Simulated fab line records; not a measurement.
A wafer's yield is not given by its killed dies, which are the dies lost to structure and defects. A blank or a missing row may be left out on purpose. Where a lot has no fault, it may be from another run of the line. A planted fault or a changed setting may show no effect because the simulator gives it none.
fab line records :: flow sky130
record
  lots=14
  wafers=42
  lastDay=50
route steps=708 shown FIELD_ISO@5 NWELL@59 VT_ADJUST_PCH@150 PAD_OPEN@708
lots with no fault: from the same line, run without faults
startH: hours from the record's opening day to when the first of the lot's shown wafers began :: waitH: time in hours since the lot's previous step :: " as in the row above :: L1.1+2: a single row standing in for several wafers :: - no value, or no start given :: * or withheld: withheld :: < > ~ a bound
route shown NAME@n: names a module that has steps shown in the file, with the first one's number in the route :: usual: the fault-free wafers' mean and standard deviation :: same: alike in all rows :: chamber/n: place in a boat :: sites: the reading at each site :: _std_site: their standard deviation :: _edge_site: mean of outer sites minus mean of inner sites :: radiusMm: for every site, how far away it sits from the centre of the wafer :: mask NAME#n: copy n :: behind: the tool/chamber that last shaped the wafer :: hold: cause of the lot's hold/its duration in hours/its outcome :: device: the transistor (n, p or np) that didn't switch :: end of line: the tests these same wafers got at the end of their route :: for a step that has no rows: nothing shown but its recipe :: killed: dies lost to structure and defects at the first sort, not the wafer's yield :: map: shows each die of a wafer: x if killed, . if not, _ if none is there
set.NAME: setting as actually run; set.NAME@STEP: the setting as run at that earlier step :: model.NAME: the simulator's own value behind a step, which no gauge read
steps of the route over a sample of lots; a table a step, a row a wafer
services: when a tool's chamber went out of use (startH, in hours from the record's first day, below 0 if earlier), for how many hours, and the reason
## steps
# step SKY_FIELD_ISO_THK_MEAS_04
# recipe
  reads=Si3N4_of_FIELD_ISO_CVD_03
# usual
  FIELD_ISO_CVD_03_THK=166.5/1.2
lot.wafer: L372.1
tool: filmMetro-01
chamber: -
startH: 14.57
waitH: 0.0
FIELD_ISO_CVD_03_THK[nm]: 168.8

lot.wafer: L372.3
tool: filmMetro-01
chamber: -
startH: 14.57
waitH: 0.0
FIELD_ISO_CVD_03_THK[nm]: 167.7

lot.wafer: L372.5
tool: filmMetro-01
chamber: -
startH: 14.57
waitH: 0.0
FIELD_ISO_CVD_03_THK[nm]: 169.2

lot.wafer: L373.1
tool: filmMetro-03
chamber: -
startH: 21.40
waitH: 0.0
FIELD_ISO_CVD_03_THK[nm]: 165.7

lot.wafer: L373.2
tool: filmMetro-03
chamber: -
startH: 21.40
waitH: 0.0
FIELD_ISO_CVD_03_THK[nm]: 166.2

lot.wafer: L373.3
tool: filmMetro-03
chamber: -
startH: 21.40
waitH: 0.0
FIELD_ISO_CVD_03_THK[nm]: 166.5

lot.wafer: L374.2
tool: filmMetro-02
chamber: -
startH: 26.58
waitH: 0.0
FIELD_ISO_CVD_03_THK[nm]: 164.2

lot.wafer: L374.3
tool: filmMetro-02
chamber: -
startH: 26.58
waitH: 0.0
FIELD_ISO_CVD_03_THK[nm]: 165.5

lot.wafer: L374.4
tool: filmMetro-02
chamber: -
startH: 26.58
waitH: 0.0
FIELD_ISO_CVD_03_THK[nm]: 165.4

lot.wafer: L376.2
tool: filmMetro-02
chamber: -
startH: 37.44
waitH: 0.0
FIELD_ISO_CVD_03_THK[nm]: 167.8

lot.wafer: L376.3
tool: filmMetro-02
chamber: -
startH: 37.44
waitH: 0.0
FIELD_ISO_CVD_03_THK[nm]: 167.7

lot.wafer: L376.5
tool: filmMetro-02
chamber: -
startH: 37.44
waitH: 0.0
FIELD_ISO_CVD_03_THK[nm]: 165.1

lot.wafer: L377.2
tool: filmMetro-01
chamber: -
startH: 40.59
waitH: 0.0
FIELD_ISO_CVD_03_THK[nm]: 165.9

lot.wafer: L377.3
tool: filmMetro-01
chamber: -
startH: 40.59
waitH: 0.0
FIELD_ISO_CVD_03_THK[nm]: 164.8

lot.wafer: L377.5
tool: filmMetro-01
chamber: -
startH: 40.59
waitH: 0.0
FIELD_ISO_CVD_03_THK[nm]: 167.5

lot.wafer: L378.2
tool: filmMetro-01
chamber: -
startH: 46.40
waitH: 0.0
FIELD_ISO_CVD_03_THK[nm]: 166.2

lot.wafer: L378.4
tool: filmMetro-01
chamber: -
startH: 46.40
waitH: 0.0
FIELD_ISO_CVD_03_THK[nm]: 167.6

lot.wafer: L378.5
tool: filmMetro-01
chamber: -
startH: 46.40
waitH: 0.0
FIELD_ISO_CVD_03_THK[nm]: 165.1

lot.wafer: L380.1
tool: filmMetro-02
chamber: -
startH: 54.23
waitH: 0.0
FIELD_ISO_CVD_03_THK[nm]: 165.3

lot.wafer: L380.4
tool: filmMetro-02
chamber: -
startH: 54.23
waitH: 0.0
FIELD_ISO_CVD_03_THK[nm]: 166.0

lot.wafer: L380.6
tool: filmMetro-02
chamber: -
startH: 54.23
waitH: 0.0
FIELD_ISO_CVD_03_THK[nm]: 165.5

lot.wafer: L382.1
tool: filmMetro-03
chamber: -
startH: 65.58
waitH: 0.0
FIELD_ISO_CVD_03_THK[nm]: 165.1

lot.wafer: L382.2
tool: filmMetro-03
chamber: -
startH: 65.58
waitH: 0.0
FIELD_ISO_CVD_03_THK[nm]: 167.7

lot.wafer: L382.6
tool: filmMetro-03
chamber: -
startH: 65.58
waitH: 0.0
FIELD_ISO_CVD_03_THK[nm]: 168.7

lot.wafer: L387.1
tool: filmMetro-02
chamber: -
startH: 89.48
waitH: 0.0
FIELD_ISO_CVD_03_THK[nm]: 167.1

lot.wafer: L387.2
tool: filmMetro-02
chamber: -
startH: 89.48
waitH: 0.0
FIELD_ISO_CVD_03_THK[nm]: 168.2

lot.wafer: L387.5
tool: filmMetro-02
chamber: -
startH: 89.48
waitH: 0.0
FIELD_ISO_CVD_03_THK[nm]: 168.8

lot.wafer: L388.1
tool: filmMetro-01
chamber: -
startH: 95.75
waitH: 0.0
FIELD_ISO_CVD_03_THK[nm]: 165.7

lot.wafer: L388.2
tool: filmMetro-01
chamber: -
startH: 95.75
waitH: 0.0
FIELD_ISO_CVD_03_THK[nm]: 165.9

lot.wafer: L388.5
tool: filmMetro-01
chamber: -
startH: 95.75
waitH: 0.0
FIELD_ISO_CVD_03_THK[nm]: 165.7

lot.wafer: L392.2
tool: filmMetro-02
chamber: -
startH: 115.16
waitH: 0.0
FIELD_ISO_CVD_03_THK[nm]: 168.2

lot.wafer: L392.4
tool: filmMetro-02
chamber: -
startH: 115.16
waitH: 0.0
FIELD_ISO_CVD_03_THK[nm]: 167.9

lot.wafer: L392.5
tool: filmMetro-02
chamber: -
startH: 115.16
waitH: 0.0
FIELD_ISO_CVD_03_THK[nm]: 168.7

lot.wafer: L393.3
tool: filmMetro-02
chamber: -
startH: 119.38
waitH: 0.0
FIELD_ISO_CVD_03_THK[nm]: 167.7

lot.wafer: L393.5
tool: filmMetro-02
chamber: -
startH: 119.38
waitH: 0.0
FIELD_ISO_CVD_03_THK[nm]: 166.5

lot.wafer: L393.6
tool: filmMetro-02
chamber: -
startH: 119.38
waitH: 0.0
FIELD_ISO_CVD_03_THK[nm]: 166.1

lot.wafer: L394.3
tool: filmMetro-03
chamber: -
startH: 124.42
waitH: 0.0
FIELD_ISO_CVD_03_THK[nm]: 166.3

lot.wafer: L394.5
tool: filmMetro-03
chamber: -
startH: 124.42
waitH: 0.0
FIELD_ISO_CVD_03_THK[nm]: 165.4

lot.wafer: L394.6
tool: filmMetro-03
chamber: -
startH: 124.42
waitH: 0.0
FIELD_ISO_CVD_03_THK[nm]: 167.0

lot.wafer: L395.2
tool: filmMetro-03
chamber: -
startH: 129.81
waitH: 0.0
FIELD_ISO_CVD_03_THK[nm]: 167.2

lot.wafer: L395.4
tool: filmMetro-03
chamber: -
startH: 129.81
waitH: 0.0
FIELD_ISO_CVD_03_THK[nm]: 165.5

lot.wafer: L395.6
tool: filmMetro-03
chamber: -
startH: 129.81
waitH: 0.0
FIELD_ISO_CVD_03_THK[nm]: 166.5
# step SKY_NWELL_SOFTBAKE_06
# recipe
  tempC=110
  timeS=withheld
# usual
  heaterPowerTotalW=65.30/0.14
  plateTempC=110.02/0.15
lot.wafer: L372.1
tool: lithoTrack-01
chamber: 0
startH: 82.12
waitH: 0.1
heaterPowerTotalW: 65.16
plateTempC: 110.21

lot.wafer: L372.3
tool: lithoTrack-01
chamber: 0
startH: 82.12
waitH: 0.1
heaterPowerTotalW: 65.38
plateTempC: 109.99

lot.wafer: L372.5
tool: lithoTrack-01
chamber: 0
startH: 82.12
waitH: 0.1
heaterPowerTotalW: 65.12
plateTempC: 110.39

lot.wafer: L373.1
tool: lithoTrack-04
chamber: 0
startH: 87.16
waitH: 0.1
heaterPowerTotalW: 65.20
plateTempC: 109.87

lot.wafer: L373.2
tool: lithoTrack-04
chamber: 0
startH: 87.16
waitH: 0.1
heaterPowerTotalW: 65.16
plateTempC: 109.91

lot.wafer: L373.3
tool: lithoTrack-04
chamber: 0
startH: 87.16
waitH: 0.1
heaterPowerTotalW: 65.24
plateTempC: 109.89

lot.wafer: L374.2
tool: lithoTrack-01
chamber: 0
startH: 91.46
waitH: 0.1
heaterPowerTotalW: 65.28
plateTempC: 109.84

lot.wafer: L374.3
tool: lithoTrack-01
chamber: 0
startH: 91.46
waitH: 0.1
heaterPowerTotalW: 65.22
plateTempC: 110.02

lot.wafer: L374.4
tool: lithoTrack-01
chamber: 0
startH: 91.46
waitH: 0.1
heaterPowerTotalW: 65.23
plateTempC: 110.02

lot.wafer: L376.2
tool: lithoTrack-04
chamber: 0
startH: 101.35
waitH: 0.1
heaterPowerTotalW: 65.30
plateTempC: 109.98

lot.wafer: L376.3
tool: lithoTrack-04
chamber: 0
startH: 101.35
waitH: 0.1
heaterPowerTotalW: 65.47
plateTempC: 109.88

lot.wafer: L376.5
tool: lithoTrack-04
chamber: 0
startH: 101.35
waitH: 0.1
heaterPowerTotalW: 65.47
plateTempC: 110.02

lot.wafer: L377.2
tool: lithoTrack-01
chamber: 0
startH: 106.26
waitH: 0.1
heaterPowerTotalW: 65.31
plateTempC: 110.14

lot.wafer: L377.3
tool: lithoTrack-01
chamber: 0
startH: 106.26
waitH: 0.1
heaterPowerTotalW: 65.21
plateTempC: 109.91

lot.wafer: L377.5
tool: lithoTrack-01
chamber: 0
startH: 106.26
waitH: 0.1
heaterPowerTotalW: 65.37
plateTempC: 110.00

lot.wafer: L378.2
tool: lithoTrack-04
chamber: 0
startH: 112.45
waitH: 0.1
heaterPowerTotalW: 65.46
plateTempC: 109.85

lot.wafer: L378.4
tool: lithoTrack-04
chamber: 0
startH: 112.45
waitH: 0.1
heaterPowerTotalW: 65.12
plateTempC: 109.99

lot.wafer: L378.5
tool: lithoTrack-04
chamber: 0
startH: 112.45
waitH: 0.1
heaterPowerTotalW: 65.13
plateTempC: 109.89

lot.wafer: L380.1
tool: lithoTrack-04
chamber: 0
startH: 124.46
waitH: 0.1
heaterPowerTotalW: 65.26
plateTempC: 110.17

lot.wafer: L380.4
tool: lithoTrack-04
chamber: 0
startH: 124.46
waitH: 0.1
heaterPowerTotalW: 65.43
plateTempC: 110.13

lot.wafer: L380.6
tool: lithoTrack-04
chamber: 0
startH: 124.46
waitH: 0.1
heaterPowerTotalW: 65.20
plateTempC: 109.91

lot.wafer: L382.1
tool: lithoTrack-04
chamber: 0
startH: 140.96
waitH: 0.1
heaterPowerTotalW: 66.07
plateTempC: 111.23

lot.wafer: L382.2
tool: lithoTrack-04
chamber: 0
startH: 140.96
waitH: 0.1
heaterPowerTotalW: 66.14
plateTempC: 111.13

lot.wafer: L382.6
tool: lithoTrack-04
chamber: 0
startH: 140.96
waitH: 0.1
heaterPowerTotalW: 66.32
plateTempC: 111.13

lot.wafer: L387.1
tool: lithoTrack-01
chamber: 0
startH: 162.82
waitH: 0.1
heaterPowerTotalW: 65.20
plateTempC: 109.93

lot.wafer: L387.2
tool: lithoTrack-01
chamber: 0
startH: 162.82
waitH: 0.1
heaterPowerTotalW: 65.31
plateTempC: 109.75

lot.wafer: L387.5
tool: lithoTrack-01
chamber: 0
startH: 162.82
waitH: 0.1
heaterPowerTotalW: 65.07
plateTempC: 109.82

lot.wafer: L388.1
tool: lithoTrack-04
chamber: 0
startH: 168.31
waitH: 0.1
heaterPowerTotalW: 66.34
plateTempC: 111.36

lot.wafer: L388.2
tool: lithoTrack-04
chamber: 0
startH: 168.31
waitH: 0.1
heaterPowerTotalW: 66.12
plateTempC: 111.26

lot.wafer: L388.5
tool: lithoTrack-04
chamber: 0
startH: 168.31
waitH: 0.1
heaterPowerTotalW: 66.02
plateTempC: 111.07

lot.wafer: L392.2
tool: lithoTrack-01
chamber: 0
startH: 192.11
waitH: 0.1
heaterPowerTotalW: 65.26
plateTempC: 110.31

lot.wafer: L392.4
tool: lithoTrack-01
chamber: 0
startH: 192.11
waitH: 0.1
heaterPowerTotalW: 65.56
plateTempC: 110.14

lot.wafer: L392.5
tool: lithoTrack-01
chamber: 0
startH: 192.11
waitH: 0.1
heaterPowerTotalW: 65.22
plateTempC: 110.33

lot.wafer: L393.3
tool: lithoTrack-01
chamber: 0
startH: 196.94
waitH: 0.1
heaterPowerTotalW: 65.42
plateTempC: 110.11

lot.wafer: L393.5
tool: lithoTrack-01
chamber: 0
startH: 196.94
waitH: 0.1
heaterPowerTotalW: 65.23
plateTempC: 109.97

lot.wafer: L393.6
tool: lithoTrack-01
chamber: 0
startH: 196.94
waitH: 0.1
heaterPowerTotalW: 65.17
plateTempC: 110.15

lot.wafer: L394.3
tool: lithoTrack-03
chamber: 0
startH: 205.59
waitH: 0.1
heaterPowerTotalW: 65.25
plateTempC: 110.21

lot.wafer: L394.5
tool: lithoTrack-03
chamber: 0
startH: 205.59
waitH: 0.1
heaterPowerTotalW: 65.46
plateTempC: 110.07

lot.wafer: L394.6
tool: lithoTrack-03
chamber: 0
startH: 205.59
waitH: 0.1
heaterPowerTotalW: 65.29
plateTempC: 110.16

lot.wafer: L395.2
tool: lithoTrack-03
chamber: 0
startH: 212.70
waitH: 0.1
heaterPowerTotalW: 65.42
plateTempC: 110.03

lot.wafer: L395.4
tool: lithoTrack-03
chamber: 0
startH: 212.70
waitH: 0.1
heaterPowerTotalW: 65.07
plateTempC: 109.90

lot.wafer: L395.6
tool: lithoTrack-03
chamber: 0
startH: 212.70
waitH: 0.1
heaterPowerTotalW: 65.50
plateTempC: 109.96
# step SKY_NWELL_TW_MEAS_15
# usual
  NWELL_TW=1796/8.7
lot.wafer: L372.1
tool: filmMetro-01
chamber: -
startH: 91.56
waitH: 0.1
NWELL_TW: 1800

lot.wafer: L372.3
tool: filmMetro-01
chamber: -
startH: 91.56
waitH: 0.1
NWELL_TW: 1803

lot.wafer: L372.5
tool: filmMetro-01
chamber: -
startH: 91.56
waitH: 0.1
NWELL_TW: 1797

lot.wafer: L373.1
tool: filmMetro-04
chamber: -
startH: 96.71
waitH: 0.1
NWELL_TW: 1796

lot.wafer: L373.2
tool: filmMetro-04
chamber: -
startH: 96.71
waitH: 0.1
NWELL_TW: 1792

lot.wafer: L373.3
tool: filmMetro-04
chamber: -
startH: 96.71
waitH: 0.1
NWELL_TW: 1788

lot.wafer: L374.2
tool: filmMetro-02
chamber: -
startH: 100.86
waitH: 0.1
NWELL_TW: 1804

lot.wafer: L374.3
tool: filmMetro-02
chamber: -
startH: 100.86
waitH: 0.1
NWELL_TW: 1799

lot.wafer: L374.4
tool: filmMetro-02
chamber: -
startH: 100.86
waitH: 0.1
NWELL_TW: 1806

lot.wafer: L376.2
tool: filmMetro-04
chamber: -
startH: 110.97
waitH: 0.1
NWELL_TW: 1798

lot.wafer: L376.3
tool: filmMetro-04
chamber: -
startH: 110.97
waitH: 0.1
NWELL_TW: 1798

lot.wafer: L376.5
tool: filmMetro-04
chamber: -
startH: 110.97
waitH: 0.1
NWELL_TW: 1795

lot.wafer: L377.2
tool: filmMetro-01
chamber: -
startH: 116.16
waitH: 0.1
NWELL_TW: 1799

lot.wafer: L377.3
tool: filmMetro-01
chamber: -
startH: 116.16
waitH: 0.1
NWELL_TW: 1793

lot.wafer: L377.5
tool: filmMetro-01
chamber: -
startH: 116.16
waitH: 0.1
NWELL_TW: 1790

lot.wafer: L378.2
tool: filmMetro-01
chamber: -
startH: 121.57
waitH: 0.1
NWELL_TW: 1794

lot.wafer: L378.4
tool: filmMetro-01
chamber: -
startH: 121.57
waitH: 0.1
NWELL_TW: 1787

lot.wafer: L378.5
tool: filmMetro-01
chamber: -
startH: 121.57
waitH: 0.1
NWELL_TW: 1792

lot.wafer: L380.1
tool: filmMetro-02
chamber: -
startH: 134.91
waitH: 0.1
NWELL_TW: 1790

lot.wafer: L380.4
tool: filmMetro-02
chamber: -
startH: 134.91
waitH: 0.1
NWELL_TW: 1799

lot.wafer: L380.6
tool: filmMetro-02
chamber: -
startH: 134.91
waitH: 0.1
NWELL_TW: 1795

lot.wafer: L382.1
tool: filmMetro-01
chamber: -
startH: 152.11
waitH: 0.1
NWELL_TW: 1801

lot.wafer: L382.2
tool: filmMetro-01
chamber: -
startH: 152.11
waitH: 0.1
NWELL_TW: 1787

lot.wafer: L382.6
tool: filmMetro-01
chamber: -
startH: 152.11
waitH: 0.1
NWELL_TW: 1807

lot.wafer: L387.1
tool: filmMetro-01
chamber: -
startH: 173.90
waitH: 0.1
NWELL_TW: 1798

lot.wafer: L387.2
tool: filmMetro-01
chamber: -
startH: 173.90
waitH: 0.1
NWELL_TW: 1817

lot.wafer: L387.5
tool: filmMetro-01
chamber: -
startH: 173.90
waitH: 0.1
NWELL_TW: 1797

lot.wafer: L388.1
tool: filmMetro-01
chamber: -
startH: 179.41
waitH: 0.1
NWELL_TW: 1813

lot.wafer: L388.2
tool: filmMetro-01
chamber: -
startH: 179.41
waitH: 0.1
NWELL_TW: 1810

lot.wafer: L388.5
tool: filmMetro-01
chamber: -
startH: 179.41
waitH: 0.1
NWELL_TW: 1802

lot.wafer: L392.2
tool: filmMetro-02
chamber: -
startH: 203.76
waitH: 0.1
NWELL_TW: 1785

lot.wafer: L392.4
tool: filmMetro-02
chamber: -
startH: 203.76
waitH: 0.1
NWELL_TW: 1789

lot.wafer: L392.5
tool: filmMetro-02
chamber: -
startH: 203.76
waitH: 0.1
NWELL_TW: 1793

lot.wafer: L393.3
tool: filmMetro-01
chamber: -
startH: 208.58
waitH: 0.1
NWELL_TW: 1779

lot.wafer: L393.5
tool: filmMetro-01
chamber: -
startH: 208.58
waitH: 0.1
NWELL_TW: 1784

lot.wafer: L393.6
tool: filmMetro-01
chamber: -
startH: 208.58
waitH: 0.1
NWELL_TW: 1789

lot.wafer: L394.3
tool: filmMetro-02
chamber: -
startH: 217.27
waitH: 0.1
NWELL_TW: 1804

lot.wafer: L394.5
tool: filmMetro-02
chamber: -
startH: 217.27
waitH: 0.1
NWELL_TW: 1790

lot.wafer: L394.6
tool: filmMetro-02
chamber: -
startH: 217.27
waitH: 0.1
NWELL_TW: 1806

lot.wafer: L395.2
tool: filmMetro-04
chamber: -
startH: 224.37
waitH: 0.1
NWELL_TW: 1799

lot.wafer: L395.4
tool: filmMetro-04
chamber: -
startH: 224.37
waitH: 0.1
NWELL_TW: 1783

lot.wafer: L395.6
tool: filmMetro-04
chamber: -
startH: 224.37
waitH: 0.1
NWELL_TW: 1799
# step SKY_VT_ADJUST_PCH_OVL_MEAS_07
# usual
  VT_ADJUST_PCH_OVL=0.8/1.5
lot.wafer: L372.1
tool: overlay-02
chamber: -
startH: 231.33
waitH: -
VT_ADJUST_PCH_OVL[nm]: 1.0

lot.wafer: L372.3
tool: overlay-02
chamber: -
startH: 231.33
waitH: -
VT_ADJUST_PCH_OVL[nm]: -0.5

lot.wafer: L372.5
tool: overlay-02
chamber: -
startH: 231.33
waitH: -
VT_ADJUST_PCH_OVL[nm]: 0.6

lot.wafer: L373.1
tool: overlay-01
chamber: -
startH: 240.92
waitH: -
VT_ADJUST_PCH_OVL[nm]: -1.0

lot.wafer: L373.2
tool: overlay-01
chamber: -
startH: 240.92
waitH: -
VT_ADJUST_PCH_OVL[nm]: -1.1

lot.wafer: L373.3
tool: overlay-01
chamber: -
startH: 240.92
waitH: -
VT_ADJUST_PCH_OVL[nm]: -0.5

lot.wafer: L374.2
tool: overlay-02
chamber: -
startH: 244.49
waitH: -
VT_ADJUST_PCH_OVL[nm]: 1.4

lot.wafer: L374.3
tool: overlay-02
chamber: -
startH: 244.49
waitH: -
VT_ADJUST_PCH_OVL[nm]: -0.9

lot.wafer: L374.4
tool: overlay-02
chamber: -
startH: 244.49
waitH: -
VT_ADJUST_PCH_OVL[nm]: 1.0

lot.wafer: L376.2
tool: overlay-02
chamber: -
startH: 256.73
waitH: -
VT_ADJUST_PCH_OVL[nm]: 0.7

lot.wafer: L376.3
tool: overlay-02
chamber: -
startH: 256.73
waitH: -
VT_ADJUST_PCH_OVL[nm]: 1.6

lot.wafer: L376.5
tool: overlay-02
chamber: -
startH: 256.73
waitH: -
VT_ADJUST_PCH_OVL[nm]: 2.5

lot.wafer: L377.2
tool: overlay-01
chamber: -
startH: 264.93
waitH: -
VT_ADJUST_PCH_OVL[nm]: 1.7

lot.wafer: L377.3
tool: overlay-01
chamber: -
startH: 264.93
waitH: -
VT_ADJUST_PCH_OVL[nm]: 3.1

lot.wafer: L377.5
tool: overlay-01
chamber: -
startH: 264.93
waitH: -
VT_ADJUST_PCH_OVL[nm]: 3.5

lot.wafer: L378.2
tool: overlay-02
chamber: -
startH: 272.53
waitH: -
VT_ADJUST_PCH_OVL[nm]: -0.3

lot.wafer: L378.4
tool: overlay-02
chamber: -
startH: 272.53
waitH: -
VT_ADJUST_PCH_OVL[nm]: -0.6

lot.wafer: L378.5
tool: overlay-02
chamber: -
startH: 272.53
waitH: -
VT_ADJUST_PCH_OVL[nm]: 1.0

lot.wafer: L380.1
tool: overlay-01
chamber: -
startH: 287.73
waitH: -
VT_ADJUST_PCH_OVL[nm]: 1.6

lot.wafer: L380.4
tool: overlay-01
chamber: -
startH: 287.73
waitH: -
VT_ADJUST_PCH_OVL[nm]: 1.2

lot.wafer: L380.6
tool: overlay-01
chamber: -
startH: 287.73
waitH: -
VT_ADJUST_PCH_OVL[nm]: 1.5

lot.wafer: L382.1
tool: overlay-01
chamber: -
startH: 310.73
waitH: -
VT_ADJUST_PCH_OVL[nm]: 0.8

lot.wafer: L382.2
tool: overlay-01
chamber: -
startH: 310.73
waitH: -
VT_ADJUST_PCH_OVL[nm]: 0.7

lot.wafer: L382.6
tool: overlay-01
chamber: -
startH: 310.73
waitH: -
VT_ADJUST_PCH_OVL[nm]: 0.9

lot.wafer: L387.1
tool: overlay-01
chamber: -
startH: 340.58
waitH: -
VT_ADJUST_PCH_OVL[nm]: 1.1

lot.wafer: L387.2
tool: overlay-01
chamber: -
startH: 340.58
waitH: -
VT_ADJUST_PCH_OVL[nm]: 2.3

lot.wafer: L387.5
tool: overlay-01
chamber: -
startH: 340.58
waitH: -
VT_ADJUST_PCH_OVL[nm]: 2.0

lot.wafer: L388.1
tool: overlay-02
chamber: -
startH: 344.57
waitH: -
VT_ADJUST_PCH_OVL[nm]: 2.3

lot.wafer: L388.2
tool: overlay-02
chamber: -
startH: 344.57
waitH: -
VT_ADJUST_PCH_OVL[nm]: 3.7

lot.wafer: L388.5
tool: overlay-02
chamber: -
startH: 344.57
waitH: -
VT_ADJUST_PCH_OVL[nm]: 2.6

lot.wafer: L392.2
tool: overlay-01
chamber: -
startH: 375.33
waitH: -
VT_ADJUST_PCH_OVL[nm]: 0.8

lot.wafer: L392.4
tool: overlay-01
chamber: -
startH: 375.33
waitH: -
VT_ADJUST_PCH_OVL[nm]: -1.0

lot.wafer: L392.5
tool: overlay-01
chamber: -
startH: 375.33
waitH: -
VT_ADJUST_PCH_OVL[nm]: 1.7

lot.wafer: L393.3
tool: overlay-01
chamber: -
startH: 382.64
waitH: -
VT_ADJUST_PCH_OVL[nm]: 0.8

lot.wafer: L393.5
tool: overlay-01
chamber: -
startH: 382.64
waitH: -
VT_ADJUST_PCH_OVL[nm]: 1.9

lot.wafer: L393.6
tool: overlay-01
chamber: -
startH: 382.64
waitH: -
VT_ADJUST_PCH_OVL[nm]: 4.1

lot.wafer: L394.3
tool: overlay-01
chamber: -
startH: 395.23
waitH: -
VT_ADJUST_PCH_OVL[nm]: 2.6

lot.wafer: L394.5
tool: overlay-01
chamber: -
startH: 395.23
waitH: -
VT_ADJUST_PCH_OVL[nm]: 2.2

lot.wafer: L394.6
tool: overlay-01
chamber: -
startH: 395.23
waitH: -
VT_ADJUST_PCH_OVL[nm]: 2.6

lot.wafer: L395.2
tool: overlay-02
chamber: -
startH: 403.39
waitH: -
VT_ADJUST_PCH_OVL[nm]: -1.8

lot.wafer: L395.4
tool: overlay-02
chamber: -
startH: 403.39
waitH: -
VT_ADJUST_PCH_OVL[nm]: -3.4

lot.wafer: L395.6
tool: overlay-02
chamber: -
startH: 403.39
waitH: -
VT_ADJUST_PCH_OVL[nm]: -3.0
# step SKY_PAD_OPEN_PROBE_99
# usual
  killed_at_M0_to_M3=42/6.6
  killed_at_M4_up=3.0/1.7
  killedAtContacts=24/5.3
  killedAtFrontEnd=15/4.5
  killedAtOther=0.2/0.49
  killedDies=83/9
  killedOpen=45/6.9
  killedShort=38/5.8
# same
  grossDies=492
  killedAtBackSide=0
lot.wafer: L377.2
tool: prober-01
chamber: -
startH: 1116.61
waitH: 0.3
killed_at_M0_to_M3: 49
killed_at_M4_up: 6
killedAtContacts: 19
killedAtFrontEnd: 20
killedAtOther: 0
killedDies: 94
killedOpen: 53
killedShort: 41

lot.wafer: L377.3
tool: prober-01
chamber: -
startH: 1116.66
waitH: 0.3
killed_at_M0_to_M3: 38
killed_at_M4_up: 6
killedAtContacts: 21
killedAtFrontEnd: 17
killedAtOther: 0
killedDies: 82
killedOpen: 46
killedShort: 36

lot.wafer: L377.5
tool: prober-01
chamber: -
startH: 1116.76
waitH: 0.4
killed_at_M0_to_M3: 31
killed_at_M4_up: 1
killedAtContacts: 27
killedAtFrontEnd: 11
killedAtOther: 0
killedDies: 70
killedOpen: 39
killedShort: 31
# killed by level:class
L377.2 VIA1:geometricParticle:open=13 CONTACT:geometricParticle:open=10 METAL2:geometricParticle:short=8 VIA2:geometricParticle:open=7 FIELD_ISO:geometricParticle:short=5 METAL4:geometricParticle:short=5 POLY_GATE:geometricParticle:short=4 METAL2:geometricParticle:open=4
L377.3 VIA1:geometricParticle:open=11 CONTACT:geometricParticle:open=7 METAL1:geometricParticle:short=6 FIELD_ISO:geometricParticle:open=5 LI_CONTACT:geometricParticle:open=5 VIA2:geometricParticle:open=5 METAL4:geometricParticle:short=4 POLY_GATE:geometricParticle:open=3
L377.5 CONTACT:geometricParticle:open=7 VIA1:geometricParticle:open=7 LI_CONTACT:geometricParticle:open=6 FIELD_ISO:geometricParticle:open=5 LI_CONTACT:geometricParticle:short=5 CONTACT:geometricParticle:short=5 VIA3:geometricParticle:open=5 METAL1:geometricParticle:short=4
## services
tool: lithoTrack-03
chamber: -
startH: 127.13
hours: -
kind: consumableReplace:filter
## key
firstSign
  step=SKY_NWELL_SOFTBAKE_06
  reading=plateTempC
  direction=up
  sigmas=8.1
  usual=*
  struck=*
effect
  step=SKY_NWELL_SOFTBAKE_06
  reading=heaterPowerTotalW
  direction=up
  sigmas=6.3
  usual=*
  struck=*
metAt SKY_NWELL_SOFTBAKE_06
struckLots L382,L388
testerLeftOut L382,L388
notActingAt SKY_FIELD_ISO_THK_MEAS_04,SKY_NWELL_TW_MEAS_15,SKY_VT_ADJUST_PCH_OVL_MEAS_07
onsetBetween 124.46 140.96
fault
  kind=processParameterDrift
  tool=lithoTrack-04
  chamber=-
  onsetH=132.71
  steps=SKY_NWELL_SOFTBAKE_06
  channel=tempC
  offset=*
  shape=step
  endH=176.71
  actsIn=*
  stated=*
# testerLeftOut: of these lots the tester's yield and bins aren't shown, on N5 and GAA mostly nor the transistor test; their killed dies are dies lost to structure and defects alone, not to doping, threshold or leakage, so they don't give the yield
